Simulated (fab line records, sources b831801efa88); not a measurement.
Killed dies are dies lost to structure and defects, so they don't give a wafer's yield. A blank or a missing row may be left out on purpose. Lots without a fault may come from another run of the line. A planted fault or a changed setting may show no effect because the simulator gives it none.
Chamber matching | flow gf180mcu | GF_CONTACT_CMP_04 on cmp-01: 4 sister chambers
The step polishes SiO2. 4 wafers are shown with their chamber, then 6 later ones without.

WAFERS WITH THEIR CHAMBER
wafer  | chamber | motor_current_A (A)
L801.4 | 1       | 15.8
L805.1 | 2       | 10.7
L805.3 | 0       | 11.8
L805.5 | 3       | 14.0

WAFERS WITHOUT THEIR CHAMBER
wafer  | motor_current_A (A)
L806.3 | 15.2
L806.4 | 13.9
L806.5 | 14.1
L813.1 | 11.6
L813.4 | 15.3
L813.6 | 15.2

WHICH CHAMBER EACH WENT THROUGH
wafer  | from the rows above     | in truth
L806.3 | can't be placed: 1 or 3 | 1
L806.4 | 3                       | 3
L806.5 | 3                       | 3
L813.1 | can't be placed: 0 or 2 | 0
L813.4 | can't be placed: 1 or 3 | 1
L813.6 | can't be placed: 1 or 3 | 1
Placed correctly: 2 of 6. Can't be placed from these rows: 4 (the true chamber is among the candidates in 4). Placed wrongly: 0.
How it was worked out, from the rows above alone: a wafer's distance from a chamber is the root of the sum, over the readings, of the square of ((its reading less the chamber's mean) divided by the reading's scatter). The wafer belongs to the nearest chamber; if the next one is less than 2 further off, it can't be placed. A chamber's mean is the mean of its shown wafers. The scatter: with one shown wafer a chamber, the root of the mean of the squares of how far each hidden wafer lies from its nearest shown one.
